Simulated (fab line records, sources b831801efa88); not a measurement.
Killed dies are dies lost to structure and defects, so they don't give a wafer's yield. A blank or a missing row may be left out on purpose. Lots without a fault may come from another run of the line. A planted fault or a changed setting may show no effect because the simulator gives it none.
Split-lot experiment | flow gf180mcu | 5 lots, 19 wafers read, on a route of 602 steps

THE SPLIT
At GF_TOP_METAL_METAL_ETCH_16 (etches the open film in Cl2/BCl3, stops on SiO2, target depth 1077.5 nm, time 179.6 s), the setting time_s was moved away from the recipe's 179.6 s on 8 of the 19 wafers read, by -12.0% to -6.2%. The other wafers ran this setting at the recipe's value.

The reading is taken at the split's own step.

THE READING
NOVOLAK_of_TOP_METAL_COAT_09.thk_nm (the simulator's own value, which no gauge read), in nm, at GF_TOP_METAL_METAL_ETCH_16 (etches the open film in Cl2/BCl3, stops on SiO2, target depth 1077.5 nm, time 179.6 s). The file gives no usual value for it. The 11 wafers here that ran the recipe average 1042 nm, standard deviation 6.6 nm.

wafer  | tool, chamber at the split | time_s as run, s | against the recipe | NOVOLAK_of_TOP_METAL_COAT_09.thk_nm, nm | against lot-mates on the recipe
L076.1 | rie_metal-02, 1            | 179.6            | recipe             | 1029                                    | -
L076.2 | rie_metal-02, 0            | 179.6            | recipe             | 1036                                    | -
L076.6 | rie_metal-02, 0            | 168.4            | -6.2%              | 1066                                    | +34
L078.1 | rie_metal-03, 0            | 158.1            | -12.0%             | 1106                                    | +58
L078.2 | rie_metal-03, 1            | 158.1            | -12.0%             | 1092                                    | +44
L078.3 | rie_metal-03, 1            | 179.6            | recipe             | 1044                                    | -
L078.4 | rie_metal-03, 0            | 179.6            | recipe             | 1053                                    | -
L078.6 | rie_metal-03, 1            | 158.1            | -12.0%             | 1097                                    | +48
L080.1 | rie_metal-03, 1            | 179.6            | recipe             | 1043                                    | -
L080.3 | rie_metal-03, 1            | 179.6            | recipe             | 1043                                    | -
L080.5 | rie_metal-03, 1            | 179.6            | recipe             | 1038                                    | -
L081.3 | rie_metal-02, 1            | 179.6            | recipe             | 1034                                    | -
L081.4 | rie_metal-02, 0            | 164.8            | -8.2%              | 1082                                    | +40
L081.6 | rie_metal-02, 0            | 179.6            | recipe             | 1050                                    | -
L085.1 | rie_metal-03, 0            | 160.9            | -10.4%             | 1085                                    | +41
L085.2 | rie_metal-03, 1            | 179.6            | recipe             | 1043                                    | -
L085.3 | rie_metal-03, 1            | 179.6            | recipe             | 1045                                    | -
L085.5 | rie_metal-03, 1            | 160.9            | -10.4%             | 1088                                    | +44
L085.6 | rie_metal-03, 0            | 160.9            | -10.4%             | 1090                                    | +46

THE FIT
A straight line over all 19 wafers: NOVOLAK_of_TOP_METAL_COAT_09.thk_nm changes by -4.61 nm for each +1% of time_s; r = -0.97; the points scatter about the line by 6.1 nm.
The same after taking each lot's own level away (the mean of its wafers on the recipe; 19 wafers): -4.25 nm for each +1%; r = -0.98; scatter 4.9 nm.
On that fit, the largest move of time_s shifts the reading by 51 nm.
The lots' own levels span 1032.5 to 1048.5 nm, that is 2.4 times the standard deviation above.
So the lot-to-lot level changes the slope little: the two slopes agree.
Check: with one of the wafers moved furthest among these (-12.0%) left out of the fit, the line predicts +50 nm for it against its lot-mates. It came out at +57.5 nm against them.

OTHER SPLITS ON THESE WAFERS
These wafers also went through other splits before the reading. Each is held against what the fit with the lots' levels taken away leaves over:
other split on the same wafers | wafers away from the commonest value | r with NOVOLAK_of_TOP_METAL_COAT_09.thk_nm (lot level and that fit taken away)
GF_TOP_METAL_EXPOSE_11 dose_mj | 5                                    | -0.39

THE WHOLE CHAIN: every reading that the file lists as answering this split, in the file's order
step                       | what it does                                                                          | reading                                                                              | change (the file's fit)              | r (the file's)
GF_TOP_METAL_METAL_ETCH_16 | etches the open film in Cl2/BCl3, stops on SiO2, target depth 1077.5 nm, time 179.6 s | TOP_METAL.feature_depth_nm (the simulator's own value, which no gauge read)          | +6.17 nm for each +1% of the setting | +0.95
GF_TOP_METAL_METAL_ETCH_16 | etches the open film in Cl2/BCl3, stops on SiO2, target depth 1077.5 nm, time 179.6 s | NOVOLAK_of_TOP_METAL_COAT_09.thk_nm (the simulator's own value, which no gauge read) | -4.32 nm for each +1% of the setting | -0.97
GF_TOP_METAL_STRIP_17      | strips in O2/N2                                                                       | strip_time_to_endpoint_s                                                             | withheld for each +1% of the setting | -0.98

THE FILE'S OWN FIT
NOVOLAK_of_TOP_METAL_COAT_09.thk_nm changes by -4.32 nm for each +1% of time_s, r = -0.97.
